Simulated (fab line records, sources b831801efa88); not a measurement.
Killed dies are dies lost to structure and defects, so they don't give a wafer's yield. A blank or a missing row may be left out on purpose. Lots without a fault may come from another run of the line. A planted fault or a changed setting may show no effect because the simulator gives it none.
A struck lot beside a sound one | flow sky130 | 17 steps out of a route of 708
Sound: wafers L912.3, L912.5, L912.6. Struck: wafers L906.1, L906.4, L906.5. The cause comes at the end.
At each step with rows: each side's tool, then ch and its chambers, then its first start. Under that, the readings that differ: sound wafers | struck wafers | difference of the means | sigmas: that difference in standard deviations of wafers without a fault.
alike: readings whose means differ by less than 2 such deviations, and words and numbers that are the same on both sides. not compared: withheld readings, readings that some wafer has no value for, bounds like >300 that may hide the same value, and numbers for which the record gives no deviation and whose values overlap.
The two part at a step that has a row with sigmas, a row that says differs or no value, or rows on one side only. Numbers that don't overlap but have no deviation are shown without sigmas and don't part them. A reading that every wafer of one side lacks parts them only if that side has two wafers or more.

SKY_LDD_HVN_OVL_MEAS_07:
  sound on overlay-02, day 26 15:28; struck on overlay-01, day 24 22:06
  alike: LDD_HVN_OVL
then, 1 step without rows for these wafers: SKY_LDD_HVN_IMPLANT_08.
SKY_LDD_HVN_STRIP_09: strips in O2/N2.
  sound on plasma_asher-04 ch 0,1, day 26 15:40; struck on plasma_asher-02 ch 0,1, day 24 22:17
  alike: drypump_motor_current_A, oes_product_au, strip_time_to_endpoint_s
  not compared: rf_hours_counter_h
SKY_LDD_HVN_TW_MEAS_10:
  sound on film_metro-04, day 26 15:46; struck on film_metro-03, day 24 22:23
  alike: LDD_HVN_TW
then, 7 steps without rows for these wafers: SKY_LDD_HVP_DEHYDRATE_00 (time 60 s); SKY_LDD_HVP_HMDS_01 (prime time 60 s); SKY_LDD_HVP_COAT_02 (resist thk 300 nm); SKY_LDD_HVP_SOFTBAKE_03 (time 60 s); SKY_LDD_HVP_EXPOSE_04 (exposes mask HVPTM, target cd 700 nm); SKY_LDD_HVP_PEB_05; SKY_LDD_HVP_DEVELOP_06 (develop time 60 s).
SKY_LDD_HVP_OVL_MEAS_07:
  sound on overlay-01, day 27 21:10; struck on overlay-02, day 26 03:41
  alike: LDD_HVP_OVL
SKY_LDD_HVP_IMPLANT_08:
  sound on implanter-04 ch 0, day 27 21:15; struck on implanter-02 ch 0, day 26 03:43
  reading                          | sound                     | struck                       | difference | sigmas
  beam_on_s (s)                    | 10.06 9.86 9.79           | 10.89 10.23 10.80            | +0.74      | +4
  end_station_pressure_torr (Torr) | 4.91e-06 5.4e-06 4.97e-06 | 6.666e-05 6.265e-05 6.52e-05 | +5.974e-05 | +99 or more
  faraday_current_uA               | 94.9 97.7 97.6            | 85.2 90.4 85.8               | -9.6       | -5
SKY_LDD_HVP_STRIP_09: strips in O2/N2.
  sound on plasma_asher-03 ch 0,1, day 27 21:23; struck on plasma_asher-02 ch 1, day 26 03:52
  alike: drypump_motor_current_A, oes_product_au, strip_time_to_endpoint_s
  not compared: rf_hours_counter_h
SKY_LDD_HVP_TW_MEAS_10:
  sound on film_metro-02, day 27 21:28; struck on film_metro-03, day 26 03:58
  reading    | sound             | struck            | difference | sigmas
  LDD_HVP_TW | 463.0 462.1 460.3 | 472.6 473.2 470.8 | +10.4      | +4
then, 1 step without rows for these wafers: SKY_LDD_LDN_DEHYDRATE_00 (time 60 s).
-- the record jumps here: 23 days lie between the struck wafers' starts before and after (it left off in module LDD_LDN and takes up again in module PAD_OPEN, whose first step shown is number 708 of the route) --
SKY_PAD_OPEN_PROBE_99:
  sound on prober-02, day 49 22:23; struck on prober-01, day 48 18:18
  reading                        | sound          | struck         | difference | sigmas
  model.etest.tip_p_5v.rs_ohm_sq | 2900 2914 2913 | 2698 2707 2729 | -198       |
  alike: killed_at_M0_to_M3, killed_at_M4_up, killed_at_contacts, killed_at_front_end, killed_at_other, killed_dies, killed_open, killed_short

WHERE THEY PART
First at SKY_LDD_HVP_IMPLANT_08; last, within this record, at SKY_LDD_HVP_TW_MEAS_10. Later steps at which nothing parts them and some readings are alike: SKY_PAD_OPEN_PROBE_99.

WHY: what the simulator had put in
Process parameter drift: implanter-02, from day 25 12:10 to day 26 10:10, at SKY_LDD_HVP_IMPLANT_08. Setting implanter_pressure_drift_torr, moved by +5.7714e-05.
Process parameter drift: implanter-02, from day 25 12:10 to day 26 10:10, at SKY_LDD_HVP_IMPLANT_08. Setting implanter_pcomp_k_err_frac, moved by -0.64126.
